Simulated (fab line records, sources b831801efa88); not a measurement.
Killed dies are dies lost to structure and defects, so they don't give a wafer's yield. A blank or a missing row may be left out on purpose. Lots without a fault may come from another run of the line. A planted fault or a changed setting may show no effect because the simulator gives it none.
A struck lot beside a sound one | flow sky130 | 15 steps out of a route of 708
Sound: wafers L560.2, L560.4, L560.5. Struck: wafers L559.3, L559.4, L559.5. The cause comes at the end.
At each step with rows: each side's tool, then ch and its chambers, then its first start. Under that, the readings that differ: sound wafers | struck wafers | difference of the means | sigmas: that difference in standard deviations of wafers without a fault.
alike: readings whose means differ by less than 2 such deviations, and words and numbers that are the same on both sides. not compared: withheld readings, readings that some wafer has no value for, bounds like >300 that may hide the same value, and numbers for which the record gives no deviation and whose values overlap.
The two part at a step that has a row with sigmas, a row that says differs or no value, or rows on one side only. Numbers that don't overlap but have no deviation are shown without sigmas and don't part them. A reading that every wafer of one side lacks parts them only if that side has two wafers or more.

first, 6 steps without rows for these wafers: SKY_METAL3_COAT_07 (resist thk 60 nm); SKY_METAL3_COAT_08 (resist thk 1140 nm); SKY_METAL3_SOFTBAKE_09 (time 90 s); SKY_METAL3_EXPOSE_10 (exposes mask MM3, target cd 300 nm); SKY_METAL3_PEB_11; SKY_METAL3_DEVELOP_12 (develop time 60 s).
SKY_METAL3_CD_MEAS_13: target cd 300 nm.
  sound on cd_sem-01, day 44 15:15; struck on cd_sem-01, day 44 09:40
  alike: cd_nm
SKY_METAL3_OVL_MEAS_14:
  sound on overlay-01, day 44 15:22; struck on overlay-01, day 44 09:46
  alike: METAL3_OVL
SKY_METAL3_DESCUM_15: chemistry O2, time 8 s.
  sound on rie_metal-04 ch 1, day 44 15:23; struck on rie_metal-03 ch 0,1, day 44 09:48
  alike: drypump_motor_current_A, oes_product_au
  not compared: rf_hours_counter_h
SKY_METAL3_ETCH_16: etches BARC in N2/H2, stops on SiO2, time 88.2 s, target depth 60 nm.
  sound on rie_metal-04 ch 1, day 44 15:25; struck on rie_metal-03 ch 0,1, day 44 09:51
  alike: drypump_motor_current_A, oes_product_au, throttle_valve_pct
  not compared: rf_hours_counter_h
SKY_METAL3_ETCH_17: etches SiO2 in C4F8/O2/Ar, stops on TiN, time 3.9 s, target depth 15 nm.
  sound on rie_diel-04 ch 0,2, day 44 15:31; struck on rie_diel-02 ch 1,2, day 44 09:55
  alike: oes_product_au
  not compared: rf_hours_counter_h
SKY_METAL3_METAL_ETCH_18: etches the open film in Cl2/BCl3, stops on SiO2, target depth 845 nm, time 183.1 s.
  sound on rie_metal-01 ch 1, day 44 15:32; struck on rie_metal-04 ch 0,1, day 44 10:00
  reading                     | sound       | struck      | difference | sigmas
  drypump_motor_current_A (A) | 4.7 4.7 4.7 | 5.2 5.9 5.9 | +1.0       | +2
  alike: oes_product_au, throttle_valve_pct
  not compared: rf_hours_counter_h
SKY_METAL3_STRIP_19: strips in O2/N2.
  sound on plasma_asher-03 ch 0,1, day 44 15:43; struck on plasma_asher-03 ch 0,1, day 44 10:09
  no value came back on the struck wafers for chamber_pressure_mTorr (mTorr), drypump_motor_current_A (A), oes_product_au (a.u.), strip_time_to_endpoint_s (s); on the sound wafers chamber_pressure_mTorr (mTorr) reads 1501.3 1499.5 1497.6
  reading                                       | sound | struck          | difference | sigmas
  model.KrF-thick_of_METAL3_COAT_08.thk_nm (nm) | 0 0 0 | 530.1 532 533.8 | +532.0     |
  not compared: rf_hours_counter_h
then, 1 step without rows for these wafers: SKY_METAL3_STRIP_20 (strips in post etch residue remover, time 1200 s).
-- the record jumps here: 6 days lie between the struck wafers' starts before and after (it left off in module METAL3 and takes up again in module PAD_OPEN, whose first step shown is number 708 of the route) --
SKY_PAD_OPEN_PROBE_99:
  the record has rows for the struck wafers here (prober-02, day 50 11:29) and none for the sound ones

WHERE THEY PART
First at SKY_METAL3_METAL_ETCH_18; last, within this record, at SKY_PAD_OPEN_PROBE_99.

WHY: what the simulator had put in
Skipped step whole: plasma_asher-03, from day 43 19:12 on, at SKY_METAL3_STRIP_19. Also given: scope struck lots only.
